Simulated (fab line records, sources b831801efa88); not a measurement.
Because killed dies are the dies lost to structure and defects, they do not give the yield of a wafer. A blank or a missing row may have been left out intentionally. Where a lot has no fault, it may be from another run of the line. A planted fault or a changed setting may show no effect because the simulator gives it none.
Chamber matching || flow sky130 || rie-diel-04 running SKY_VIA2_ETCH_14: 4 sister chambers
The step etches BARC in N2/H2, stops on SiO2, time 45.9 s, target depth 60 nm. 16 wafers are shown with their chamber, then 7 later ones without.

## EACH WAFER AND ITS CHAMBER
{"wafer": "L594.1", "chamber": 1, "drypump-motor-current-A (A)": 6.20, "throttle-valve-pct (%)": 13.228, "h2-flow-sccm (sccm)": 200.8}
{"wafer": "L594.3", "chamber": 3, "drypump-motor-current-A (A)": 5.67, "throttle-valve-pct (%)": 13.220, "h2-flow-sccm (sccm)": 200.1}
{"wafer": "L594.5", "chamber": 0, "drypump-motor-current-A (A)": 6.05, "throttle-valve-pct (%)": 13.210, "h2-flow-sccm (sccm)": 201.2}
{"wafer": "L597.1", "chamber": 1, "drypump-motor-current-A (A)": 6.20, "throttle-valve-pct (%)": 13.220, "h2-flow-sccm (sccm)": 201.1}
{"wafer": "L597.3", "chamber": 2, "drypump-motor-current-A (A)": 5.81, "throttle-valve-pct (%)": 13.230, "h2-flow-sccm (sccm)": 199.0}
{"wafer": "L597.6", "chamber": 2, "drypump-motor-current-A (A)": 5.81, "throttle-valve-pct (%)": 13.211, "h2-flow-sccm (sccm)": 199.5}
{"wafer": "L599.1", "chamber": 1, "drypump-motor-current-A (A)": 6.23, "throttle-valve-pct (%)": 13.222, "h2-flow-sccm (sccm)": 199.2}
{"wafer": "L599.2", "chamber": 2, "drypump-motor-current-A (A)": 5.83, "throttle-valve-pct (%)": 13.224, "h2-flow-sccm (sccm)": 200.5}
{"wafer": "L599.3", "chamber": 3, "drypump-motor-current-A (A)": 5.70, "throttle-valve-pct (%)": 13.232, "h2-flow-sccm (sccm)": 199.8}
{"wafer": "L600.1", "chamber": 2, "drypump-motor-current-A (A)": 5.81, "throttle-valve-pct (%)": 13.228, "h2-flow-sccm (sccm)": 200.5}
{"wafer": "L600.3", "chamber": 0, "drypump-motor-current-A (A)": 6.03, "throttle-valve-pct (%)": 13.226, "h2-flow-sccm (sccm)": 200.5}
{"wafer": "L601.2", "chamber": 0, "drypump-motor-current-A (A)": 5.99, "throttle-valve-pct (%)": 13.214, "h2-flow-sccm (sccm)": 199.8}
{"wafer": "L601.4", "chamber": 1, "drypump-motor-current-A (A)": 6.21, "throttle-valve-pct (%)": 13.234, "h2-flow-sccm (sccm)": 200.3}
{"wafer": "L601.5", "chamber": 3, "drypump-motor-current-A (A)": 5.69, "throttle-valve-pct (%)": 13.232, "h2-flow-sccm (sccm)": 199.4}
{"wafer": "L602.4", "chamber": 1, "drypump-motor-current-A (A)": 6.21, "throttle-valve-pct (%)": 13.237, "h2-flow-sccm (sccm)": 200.4}
{"wafer": "L602.5", "chamber": 3, "drypump-motor-current-A (A)": 5.71, "throttle-valve-pct (%)": 13.228, "h2-flow-sccm (sccm)": 200.4}

SIGNATURES (averages over the wafers above)
{"reading": "drypump-motor-current-A", "chamber 0": 6.0233, "chamber 1": 6.2100, "chamber 2": 5.8150, "chamber 3": 5.6925, "scatter within a chamber": 0.0174}
{"reading": "throttle-valve-pct", "chamber 0": 13.21667, "chamber 1": 13.22820, "chamber 2": 13.22325, "chamber 3": 13.22800, "scatter within a chamber": 0.00747}
{"reading": "h2-flow-sccm", "chamber 0": 200.500, "chamber 1": 200.360, "chamber 2": 199.875, "chamber 3": 199.925, "scatter within a chamber": 0.665}
Rule: distance of a wafer from a chamber = root of the sum over the readings of ((wafer's reading minus chamber's mean) / reading's scatter) squared. If the next closest chamber is less than 2 further off than the closest, the wafer can't be placed; otherwise it belongs to the closest. The scatter: the root of (the sum of the squares of (reading less its chamber's mean) over the shown wafers, divided by (wafers less chambers)).

## WAFERS WITHOUT THEIR CHAMBER
{"wafer": "L602.6", "drypump-motor-current-A (A)": 6.03, "throttle-valve-pct (%)": 13.243, "h2-flow-sccm (sccm)": 199.7}
{"wafer": "L611.2", "drypump-motor-current-A (A)": 6.05, "throttle-valve-pct (%)": 13.218, "h2-flow-sccm (sccm)": 199.9}
{"wafer": "L611.4", "drypump-motor-current-A (A)": 5.83, "throttle-valve-pct (%)": 13.235, "h2-flow-sccm (sccm)": 199.9}
{"wafer": "L611.5", "drypump-motor-current-A (A)": 6.23, "throttle-valve-pct (%)": 13.218, "h2-flow-sccm (sccm)": 200.4}
{"wafer": "L614.4", "drypump-motor-current-A (A)": 6.22, "throttle-valve-pct (%)": 13.212, "h2-flow-sccm (sccm)": 200.4}
{"wafer": "L614.5", "drypump-motor-current-A (A)": 5.68, "throttle-valve-pct (%)": 13.224, "h2-flow-sccm (sccm)": 199.9}
{"wafer": "L614.6", "drypump-motor-current-A (A)": 6.04, "throttle-valve-pct (%)": 13.217, "h2-flow-sccm (sccm)": 200.2}

## EACH ONE'S CHAMBER
{"wafer": "L602.6", "from the rows above": 0, "in truth": 0}
{"wafer": "L611.2", "from the rows above": 0, "in truth": 0}
{"wafer": "L611.4", "from the rows above": 2, "in truth": 2}
{"wafer": "L611.5", "from the rows above": 1, "in truth": 1}
{"wafer": "L614.4", "from the rows above": 1, "in truth": 1}
{"wafer": "L614.5", "from the rows above": 3, "in truth": 3}
{"wafer": "L614.6", "from the rows above": 0, "in truth": 0}
Correct placement for 7 of the 7. Can't be placed from these rows: 0. Wrongly placed: 0.
